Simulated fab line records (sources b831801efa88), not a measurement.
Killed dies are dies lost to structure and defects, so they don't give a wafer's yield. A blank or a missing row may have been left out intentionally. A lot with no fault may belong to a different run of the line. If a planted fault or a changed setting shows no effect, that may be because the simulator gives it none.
Check of tool commonality / flow gf180mcu / 12 lots, 34 wafers sampled

THE REASON FOR OPENING IT
At GF_VT_IMPLANT_RS_MEAS_49 the reading MVPSD_RS is flagged on 1 of 12 lots. Wafers without a fault read 1167.6 ohm/sq, standard deviation 2.5.
Rule: a lot is flagged in two cases, either no wafer of it has a number, or all its wafers with numbers fall more than 4 standard deviations from that mean. As for the other lots, they are considered sound.

lot=L171; measured=day 7 11:58; on=filmMetro-04; MVPSD_RS (ohm/sq), wafer by wafer=1168.2 1166.8 1164.3; flag=
lot=L172; measured=day 7 23:38; on=filmMetro-01; MVPSD_RS (ohm/sq), wafer by wafer=1167.9 1167.1 1169.6; flag=
lot=L173; measured=day 8 03:56; on=filmMetro-01; MVPSD_RS (ohm/sq), wafer by wafer=1173.7 1171.0 1168.6; flag=
lot=L174; measured=day 8 09:53; on=filmMetro-01; MVPSD_RS (ohm/sq), wafer by wafer=1163.9 1164.2 1164.1; flag=
lot=L175; measured=day 8 17:56; on=filmMetro-01; MVPSD_RS (ohm/sq), wafer by wafer=1165.5 1168.5 1166.3; flag=
lot=L176; measured=day 9 00:17; on=filmMetro-01; MVPSD_RS (ohm/sq), wafer by wafer=1168.4 1171.3 1166.3; flag=
lot=L177; measured=day 9 06:33; on=filmMetro-01; MVPSD_RS (ohm/sq), wafer by wafer=1167.9 1168.3 1170.6; flag=
lot=L178; measured=day 9 14:12; on=filmMetro-01; MVPSD_RS (ohm/sq), wafer by wafer=1164.2 1163.6 1166.9; flag=
lot=L179; measured=day 9 20:07; on=filmMetro-01; MVPSD_RS (ohm/sq), wafer by wafer=1168.7 1169.1 1167.6; flag=
lot=L182; measured=day 10 16:19; on=filmMetro-04; MVPSD_RS (ohm/sq), wafer by wafer=1135.5; flag=FLAGGED
lot=L183; measured=day 11 01:01; on=filmMetro-04; MVPSD_RS (ohm/sq), wafer by wafer=1171.6 1167.0 1170.4; flag=
lot=L194; measured=day 14 09:50; on=filmMetro-01; MVPSD_RS (ohm/sq), wafer by wafer=1171.6 1171.5 1170.9; flag=
The mean of the flagged lots' numbers is 1135.5 ohm/sq, -32.1 ohm/sq from the usual (-13 standard deviations).

WHICH TOOL RAN EACH LOT
The record holds 1 process step before the reading, out of a route of 602 steps. In each cell: the tool, then ch and the chambers that the sampled wafers went through, then the start.
lot=L171; flag=; GF_MVPSD_IMPLANT_08=implanter-02 ch 0, day 4 23:50
lot=L172; flag=; GF_MVPSD_IMPLANT_08=implanter-02 ch 0, day 5 08:50
lot=L173; flag=; GF_MVPSD_IMPLANT_08=implanter-01 ch 0, day 5 12:43
lot=L174; flag=; GF_MVPSD_IMPLANT_08=implanter-02 ch 0, day 5 19:09
lot=L175; flag=; GF_MVPSD_IMPLANT_08=implanter-02 ch 0, day 6 00:51
lot=L176; flag=; GF_MVPSD_IMPLANT_08=implanter-01 ch 0, day 6 06:52
lot=L177; flag=; GF_MVPSD_IMPLANT_08=implanter-04 ch 0, day 6 12:29
lot=L178; flag=; GF_MVPSD_IMPLANT_08=implanter-01 ch 0, day 6 18:31
lot=L179; flag=; GF_MVPSD_IMPLANT_08=implanter-02 ch 0, day 6 23:52
lot=L182; flag=FLAGGED; GF_MVPSD_IMPLANT_08=implanter-02 ch 0, day 7 17:49
lot=L183; flag=; GF_MVPSD_IMPLANT_08=implanter-04 ch 0, day 8 01:07
lot=L194; flag=; GF_MVPSD_IMPLANT_08=implanter-01 ch 0, day 10 23:36
What is done by these steps:
- GF_MVPSD_IMPLANT_08
- GF_VT_IMPLANT_RS_MEAS_49: measures by four-point-probe.

FLAGGED OVER TOTAL, TOOL BY TOOL (the gauges that took the reading come last)
step=GF_MVPSD_IMPLANT_08; tool=implanter-01; lots run=4; flagged=0; share of the flagged lots=none; sound lots run after its first flagged lot=-
step=GF_MVPSD_IMPLANT_08; tool=implanter-02; lots run=6; flagged=1; share of the flagged lots=all; sound lots run after its first flagged lot=0
step=GF_MVPSD_IMPLANT_08; tool=implanter-04; lots run=2; flagged=0; share of the flagged lots=none; sound lots run after its first flagged lot=-
step=GF_VT_IMPLANT_RS_MEAS_49; tool=filmMetro-01; lots run=9; flagged=0; share of the flagged lots=none; sound lots run after its first flagged lot=-
step=GF_VT_IMPLANT_RS_MEAS_49; tool=filmMetro-04; lots run=3; flagged=1; share of the flagged lots=all; sound lots run after its first flagged lot=1 (L183)

WHAT THE TABLE ALLOWS
2 rows of the table ran every flagged lot: implanter-02 at GF_MVPSD_IMPLANT_08, filmMetro-04 at GF_VT_IMPLANT_RS_MEAS_49.
- implanter-02 at GF_MVPSD_IMPLANT_08: 1 of its 6 lots flagged. Last sound lot L179 at day 6 23:52, first flagged lot L182 at day 7 17:49; a fault beginning in between fits. Its own readings (beamOnS, faradayCurrentUA) fall more than 4 standard deviations out on all wafers of the flagged lots.
- filmMetro-04 at GF_VT_IMPLANT_RS_MEAS_49: 1 of its 3 lots flagged. Lots that were sound ran on it after the first flagged one (L183); a persistent fault on the entire tool would not allow that.
implanter-02 at GF_MVPSD_IMPLANT_08 is the single tool remaining.

WHAT THE SIMULATOR HAD INSERTED
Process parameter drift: implanter-02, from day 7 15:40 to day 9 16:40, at GF_MVPSD_IMPLANT_08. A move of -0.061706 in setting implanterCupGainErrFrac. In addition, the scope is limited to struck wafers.
Struck lots among those shown: L182. The rule above found the same.
